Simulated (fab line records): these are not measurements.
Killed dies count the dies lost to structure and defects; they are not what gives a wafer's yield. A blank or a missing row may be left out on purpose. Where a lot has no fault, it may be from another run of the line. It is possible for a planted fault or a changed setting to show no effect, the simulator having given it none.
fab line records + flow gf180mcu
[record]
- lots = 5
- wafers = 15
- last_day = 34
route steps=602 shown CONTACT@303 M1@315
lots that met no fault: taken from a fault-free run of the same line
start_h: the number of hours between the record's first day and the start of the first shown wafer of the lot + wait_h: time in hours since the lot's previous step + " the same as in the row above + L1.1+2: a row that stands for several wafers + - no value, or no start was given + * or withheld: withheld + < > ~ a bound
route shown NAME@n: names a module that has steps shown in the file, with the first one's number in the route + usual: mean and standard deviation over wafers with no fault + same: alike in all rows + chamber/n: place in a boat + sites: per-site readings + _std_site: how widely they spread, as a standard deviation + _edge_site: inner sites' mean taken away from outer sites' mean + radius_mm: for every site, how far away it sits from the centre of the wafer + mask NAME#n: copy n + behind: the last tool/chamber to shape the wafer + hold: why the lot was held/for how many hours/how that ended + device: whichever transistor did not switch (one of n, p or np) + end of line: the same wafers' tests at the end of the route + a step without rows: its recipe alone + killed: the dies lost at the first sort to structure and to defects; this is not the yield of the wafer + map: the dies of a wafer, with x for killed, . for not killed, _ for no die there
set.NAME: the setting that was run; set.NAME@STEP: the one run at that earlier step + model.NAME: the simulator's own value behind a step, which no gauge read
lots at selected steps of the route; one table per step, one row per wafer
services: from which hour (start_h, from the record's first day; less than 0 if before it) a tool's chamber was out of use, for how many hours, and why
[[steps]]
[step GF_CONTACT_ETCH_16]
[recipe]
- chemistry = N2/H2
- target_depth_a = withheld
- overetch_a = withheld
- time_s = withheld
- target = BARC
- ion_energy_ev = 200
- source_w = 500
- bias_w = 100
- pressure_mtorr = 30
- n2_flow_sccm = 100
- h2_flow_sccm = 200
[step GF_CONTACT_ETCH_17]
[recipe]
- chemistry = C4F8/O2/Ar
- mask_material = KrF
- target = SiO2
- stop_on = CoSi2
- source_w = 1500
- bias_w = 1200
- pressure_mtorr = 40
- c4f8_flow_sccm = withheld
- O2_flow_sccm = 6
- Ar_flow_sccm = 300
- time_s = withheld
- target_depth_a = 8600
[usual]
- oes_product_au = 0.816/0.0049
| lot.wafer | tool        | chamber | start_h | wait_h | oes_product_au |
|-----------|-------------|---------|---------|--------|----------------|
| L675.3    | rie_diel-04 | 1       | -       | -      | 0.817          |
| L675.4    | "           | 3       | "       | "      | 0.812          |
| L675.6    | "           | 3       | "       | "      | 0.818          |
| L674.1    | rie_diel-01 | 3       | -       | -      | 0.821          |
| L674.4    | "           | 0       | "       | "      | 0.817          |
| L674.6    | "           | 1       | "       | "      | 0.817          |
| L684.1    | rie_diel-01 | 0       | -       | -      | 0.818          |
| L684.2    | "           | 1       | "       | "      | 0.825          |
| L684.3    | "           | 2       | "       | "      | 0.808          |
| L691.2    | rie_diel-04 | 2       | -       | -      | 0.813          |
| L691.4    | "           | 3       | "       | "      | 0.811          |
| L691.5    | "           | 1       | "       | "      | 0.815          |
| L695.1    | rie_diel-03 | 2       | -       | -      | 0.811          |
| L695.2    | "           | 3       | "       | "      | 0.816          |
| L695.5    | "           | 0       | "       | "      | 0.815          |
[step GF_CONTACT_STRIP_18]
[recipe]
- chemistry = O2/N2
- power_w = 1400
- pressure_mtorr = 1500
- platen_temp_c = 250
- o2_flow_sccm = 3000
- n2_flow_sccm = 300
- overash_fraction = 0.5
[usual]
- drypump_motor_current_A = 5.7/0.46
- heater_power_w = 327/35
- oes_product_au = 0.580/0.0052
| lot.wafer | tool            | chamber | start_h | wait_h | drypump_motor_current_A | heater_power_w | oes_product_au | rf_hours_counter_h |
|-----------|-----------------|---------|---------|--------|-------------------------|----------------|----------------|--------------------|
| L675.3    | plasma_asher-04 | 0       | 376.11  | -      | 6.1                     | 334            | 0.583          | -                  |
| L675.4    | "               | 1       | "       | "      | 6.0                     | 335            | 0.580          | -                  |
| L675.6    | "               | 0       | "       | "      | 6.0                     | 325            | 0.578          | -                  |
| L674.1    | plasma_asher-01 | 1       | 378.40  | -      | 5.0                     | 296            | 0.590          | 60                 |
| L674.4    | "               | 0       | "       | "      | 5.2                     | 309            | 0.580          | -                  |
| L674.6    | "               | 1       | "       | "      | 4.9                     | 287            | 0.583          | -                  |
| L684.1    | plasma_asher-02 | 1       | 447.50  | -      | 6.1                     | 334            | 0.571          | 29                 |
| L684.2    | "               | 0       | "       | "      | 6.2                     | 430            | 0.574          | 29                 |
| L684.3    | "               | 0       | "       | "      | 6.2                     | 424            | 0.579          | -                  |
| L691.2    | plasma_asher-02 | 0       | 509.05  | -      | 6.2                     | 429            | 0.579          | 36                 |
| L691.4    | "               | 1       | "       | "      | 6.0                     | 329            | 0.584          | -                  |
| L691.5    | "               | 1       | "       | "      | 6.0                     | 332            | 0.582          | -                  |
| L695.1    | plasma_asher-04 | 1       | 543.35  | -      | 5.9                     | 323            | 0.575          | 13                 |
| L695.2    | "               | 0       | "       | "      | 6.0                     | 322            | 0.577          | 13                 |
| L695.5    | "               | 1       | "       | "      | 6.0                     | 321            | 0.576          | -                  |
[step GF_CONTACT_CLEAN_19]
[recipe]
- chemistry = SPM
[step GF_CONTACT_CLEAN_20]
[recipe]
- chemistry = DIW
[step GF_CONTACT_CLEAN_21]
[recipe]
- chemistry = dHF
- time_s = 20
- dilution = 100:1
- dry = ipa_marangoni
[step GF_CONTACT_SPUTTER_22]
[recipe]
- material = Ti
- target_thk_nm = 15
- chamber_pressure_pa = 5
- power_w = 2500
- substrate_temp_c = 200
- time_s = 80.02
[usual]
- substrate_temp_c = 200.00/0.17
- throttle_valve_pct = 30.6/1.1
| lot.wafer | tool           | chamber | start_h | wait_h | substrate_temp_c | throttle_valve_pct |
|-----------|----------------|---------|---------|--------|------------------|--------------------|
| L675.3    | pvd_sputter-03 | -       | 376.39  | 0.0    | 199.85           | 31.0               |
| L675.4    | "              | -       | "       | "      | 199.87           | 32.4               |
| L675.6    | "              | -       | "       | "      | 199.91           | 28.6               |
| L674.1    | pvd_sputter-03 | -       | 378.70  | 0.0    | 200.22           | 28.4               |
| L674.4    | "              | -       | "       | "      | 200.22           | 30.9               |
| L674.6    | "              | -       | "       | "      | 200.40           | 30.9               |
| L684.1    | pvd_sputter-03 | -       | 447.80  | 0.0    | 200.18           | 28.4               |
| L684.2    | "              | -       | "       | "      | 200.03           | 30.7               |
| L684.3    | "              | -       | "       | "      | 199.62           | 31.5               |
| L691.2    | pvd_sputter-03 | -       | 509.35  | 0.0    | 200.26           | 31.0               |
| L691.4    | "              | -       | "       | "      | 200.05           | 28.7               |
| L691.5    | "              | -       | "       | "      | 199.85           | 28.4               |
| L695.1    | pvd_sputter-01 | -       | 543.66  | 0.0    | 200.01           | 31.6               |
| L695.2    | "              | -       | "       | "      | 200.26           | 31.4               |
| L695.5    | "              | -       | "       | "      | 199.86           | 31.5               |
[step GF_CONTACT_SPUTTER_23]
[recipe]
- material = TiN
- target_thk_nm = 10
- chamber_pressure_pa = 5
- power_w = 4000
- time_s = 40
[step GF_CONTACT_CVD_24]
[recipe]
- material = W
- target_thk_nm = 300
- time_s = 90.339
- temp_c = 400
- pressure_torr = 40
[step GF_CONTACT_RS_MEAS_25]
[recipe]
- thk_meas_gauge = four-point-probe
- reads = W_of_CONTACT_CVD_24+TiN_of_CONTACT_SPUTTER_23+Ti_of_CONTACT_SPUTTER_22
[usual]
- CONTACT_W_RS = 0.378/0.0044
| lot.wafer | tool          | chamber | start_h | wait_h | CONTACT_W_RS[ohm/sq] |
|-----------|---------------|---------|---------|--------|----------------------|
| L675.3    | film_metro-02 | -       | 376.63  | 0.1    | 0.374                |
| L675.4    | "             | -       | "       | "      | 0.375                |
| L675.6    | "             | -       | "       | "      | 0.377                |
| L674.1    | film_metro-02 | -       | 379.00  | 0.2    | 0.373                |
| L674.4    | "             | -       | "       | "      | 0.380                |
| L674.6    | "             | -       | "       | "      | 0.374                |
| L684.1    | film_metro-03 | -       | 448.00  | 0.1    | 0.381                |
| L684.2    | "             | -       | "       | "      | 0.375                |
| L684.3    | "             | -       | "       | "      | 0.377                |
| L691.2    | film_metro-02 | -       | 509.57  | 0.1    | 0.384                |
| L691.4    | "             | -       | "       | "      | 0.386                |
| L691.5    | "             | -       | "       | "      | 0.387                |
| L695.1    | film_metro-03 | -       | 543.86  | 0.1    | 0.372                |
| L695.2    | "             | -       | "       | "      | 0.376                |
| L695.5    | "             | -       | "       | "      | 0.370                |
[step GF_CONTACT_THK_MEAS_26]
[recipe]
- thk_meas_gauge = xrf
- reads = W_of_CONTACT_CVD_24
[usual]
- CONTACT_W_THK = 301/4.7
| lot.wafer | tool          | chamber | start_h | wait_h | CONTACT_W_THK[nm] |
|-----------|---------------|---------|---------|--------|-------------------|
| L675.3    | film_metro-02 | -       | 376.73  | 0.1    | 308               |
| L675.4    | "             | -       | "       | "      | 307               |
| L675.6    | "             | -       | "       | "      | 306               |
| L674.1    | film_metro-02 | -       | 379.12  | 0.1    | 307               |
| L674.4    | "             | -       | "       | "      | 302               |
| L674.6    | "             | -       | "       | "      | 306               |
| L684.1    | film_metro-03 | -       | 448.12  | 0.1    | 296               |
| L684.2    | "             | -       | "       | "      | 303               |
| L684.3    | "             | -       | "       | "      | 299               |
| L691.2    | film_metro-02 | -       | 509.68  | 0.1    | 299               |
| L691.4    | "             | -       | "       | "      | 300               |
| L691.5    | "             | -       | "       | "      | 296               |
| L695.1    | film_metro-03 | -       | 543.98  | 0.1    | 305               |
| L695.2    | "             | -       | "       | "      | 303               |
| L695.5    | "             | -       | "       | "      | 308               |
[step GF_CONTACT_CMP_27]
[recipe]
- stop_on = SiO2
- down_force_psi = 3.5
- platen_rpm = 60
- t_overpolish_s = 15
- target_thk_nm = 0
- pad_velocity_m_s = 0.94248
[usual]
- motor_current_A = 11.4/1
- overpolish_run_s = 15.001/0.0088
- time_to_endpoint_s = 72/3.9
| lot.wafer | tool   | chamber | start_h | wait_h | motor_current_A | overpolish_run_s | time_to_endpoint_s |
|-----------|--------|---------|---------|--------|-----------------|------------------|--------------------|
| L675.4    | cmp-02 | 1       | 376.77  | 0.0    | 11.6            | 14.998           | 74                 |
| L675.3    | "      | 0       | "       | "      | 10.9            | 14.993           | 76                 |
| L675.6    | "      | 1       | "       | "      | 12.2            | 14.990           | 71                 |
| L674.1    | cmp-02 | 2       | 379.51  | 0.4    | 10.8            | 15.004           | 78                 |
| L674.4    | "      | 3       | "       | "      | 13.6            | 15.004           | 71                 |
| L674.6    | "      | 2       | "       | "      | 11.3            | 15.018           | 78                 |
| L684.2    | cmp-02 | 2       | 448.18  | 0.0    | 11.2            | 15.017           | 72                 |
| L684.1    | "      | 0       | "       | "      | 10.9            | 14.997           | 74                 |
| L684.3    | "      | 1       | "       | "      | 12.3            | 15.002           | 69                 |
| L691.2    | cmp-01 | 0       | 509.73  | 0.0    | 11.8            | 15.007           | 75                 |
| L691.4    | "      | 3       | "       | "      | 10.5            | 14.995           | 80                 |
| L691.5    | "      | 0       | "       | "      | 11.7            | 15.002           | 73                 |
| L695.1    | cmp-01 | 0       | 544.04  | 0.1    | 11.3            | 15.008           | 76                 |
| L695.2    | "      | 3       | "       | "      | 10.1            | 14.987           | 84                 |
| L695.5    | "      | 1       | "       | "      | 12.4            | 14.989           | 74                 |
[step GF_M1_SPUTTER_00]
[recipe]
- material = Ti
- target_thk_nm = 37.5
- arriving_ion_energy_ev = 80
- substrate_temp_c = 200
- chamber_pressure_pa = 2
- power_w = 4000
- time_s = 150
[usual]
- substrate_temp_c = 199.99/0.18
- throttle_valve_pct = 30.9/1.1
| lot.wafer | tool           | chamber | start_h | wait_h | substrate_temp_c | throttle_valve_pct | model.Ti_of_M1_SPUTTER_00.thk_nm |
|-----------|----------------|---------|---------|--------|------------------|--------------------|----------------------------------|
| L675.3    | pvd_sputter-04 | -       | 377.07  | 0.1    | 200.25           | 29.1               | 37.94                            |
| L675.4    | "              | -       | "       | "      | 199.92           | 30.7               | 37.34                            |
| L675.6    | "              | -       | "       | "      | 200.26           | 28.9               | 37.91                            |
| L674.1    | pvd_sputter-03 | -       | 379.81  | 0.2    | 200.20           | 32.4               | 37.38                            |
| L674.4    | "              | -       | "       | "      | 200.30           | 30.8               | 37.18                            |
| L674.6    | "              | -       | "       | "      | 199.76           | 31.4               | 37.21                            |
| L684.1    | pvd_sputter-04 | -       | 448.48  | 0.1    | 199.99           | 29.2               | 52.98                            |
| L684.2    | "              | -       | "       | "      | 200.04           | 30.5               | 36.83                            |
| L684.3    | "              | -       | "       | "      | 199.84           | 32.3               | 52.39                            |
| L691.2    | pvd_sputter-01 | -       | 510.03  | 0.2    | 200.25           | 30.7               | 37.24                            |
| L691.4    | "              | -       | "       | "      | 199.93           | 31.6               | 37.05                            |
| L691.5    | "              | -       | "       | "      | 199.85           | 31.9               | 37.18                            |
| L695.1    | pvd_sputter-03 | -       | 544.34  | 0.2    | 199.87           | 28.6               | 36.83                            |
| L695.2    | "              | -       | "       | "      | 200.47           | 31.1               | 37.79                            |
| L695.5    | "              | -       | "       | "      | 199.77           | 28.5               | 36.78                            |
[step GF_M1_SPUTTER_01]
[recipe]
- material = TiN
- target_thk_nm = 30
- power_w = 6500
- time_s = 25
- chamber_pressure_pa = 0.4
[usual]
- throttle_valve_pct = 30.9/1.1
| lot.wafer | tool           | chamber | start_h | wait_h | throttle_valve_pct |
|-----------|----------------|---------|---------|--------|--------------------|
| L675.3    | pvd_sputter-04 | -       | 377.17  | 0.1    | 28.9               |
| L675.4    | "              | -       | "       | "      | 30.3               |
| L675.6    | "              | -       | "       | "      | 29.0               |
| L674.1    | pvd_sputter-03 | -       | 379.91  | 0.1    | 32.2               |
| L674.4    | "              | -       | "       | "      | 30.7               |
| L674.6    | "              | -       | "       | "      | 31.0               |
| L684.1    | pvd_sputter-04 | -       | 448.58  | 0.1    | 28.7               |
| L684.2    | "              | -       | "       | "      | 30.4               |
| L684.3    | "              | -       | "       | "      | 32.3               |
| L691.2    | pvd_sputter-01 | -       | 510.13  | 0.1    | 30.5               |
| L691.4    | "              | -       | "       | "      | 31.6               |
| L691.5    | "              | -       | "       | "      | 31.9               |
| L695.1    | pvd_sputter-03 | -       | 544.44  | 0.1    | 28.5               |
| L695.2    | "              | -       | "       | "      | 31.2               |
| L695.5    | "              | -       | "       | "      | 28.6               |
[[services]]
| tool            | chamber | start_h | hours | kind   |
|-----------------|---------|---------|-------|--------|
| rie_diel-04     | 0       | 354.76  | 3.5   | repair |
| rie_diel-04     | 2       | 369.67  | 6.6   | repair |
| rie_diel-04     | 0       | 374.15  | 4.2   | repair |
| rie_diel-01     | 1       | 386.57  | 5.8   | repair |
| rie_diel-03     | -       | 397.22  | 0.6   | repair |
| cmp-02          | -       | 397.81  | 1.1   | repair |
| rie_diel-01     | -       | 403.00  | 0.2   | repair |
| cmp-02          | -       | 404.16  | 4.0   | pm     |
| cmp-01          | -       | 411.76  | 4.4   | repair |
| rie_diel-04     | 3       | 417.06  | 2.5   | repair |
| plasma_asher-02 | -       | 420.09  | 20.9  | pm     |
| plasma_asher-04 | -       | 421.25  | 9.0   | pm     |
| rie_diel-04     | 1       | 429.08  | 1.5   | repair |
| cmp-01          | -       | 456.78  | 0.4   | repair |
| cmp-02          | -       | 457.47  | 0.8   | repair |
| cmp-02          | -       | 458.04  | 0.4   | repair |
| rie_diel-01     | -       | 458.43  | 4.3   | pm     |
| pvd_sputter-01  | -       | 472.45  | 0.9   | repair |
| pvd_sputter-01  | -       | 472.68  | 3.9   | repair |
| cmp-02          | -       | 498.06  | 4.6   | pm     |
| plasma_asher-02 | -       | 520.27  | 2.1   | repair |
| pvd_sputter-04  | -       | 523.28  | 0.7   | repair |
| cmp-02          | -       | 523.61  | 2.6   | repair |
| pvd_sputter-04  | -       | 537.10  | 0.6   | repair |
[[key]]
first_sign none at tools or gauges
[model_effect]
- step = GF_M1_SPUTTER_00
- value = Ti_of_M1_SPUTTER_00.thk_nm
- without = 37.3
- struck = 52.69
met_at GF_M1_SPUTTER_00
struck_wafers L684.1,L684.3
onset_between 377.07 448.48
[fault]
- kind = process_parameter_drift
- tool = pvd_sputter-04
- chamber = -
- onset_h = 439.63
- steps = GF_M1_SPUTTER_00
- channel = target_thk_nm
- offset = 15.387
- shape = step
- end_h = 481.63
- scope = struck_wafers_only
- acts_in = these_recipes_only
- stated = 37.5
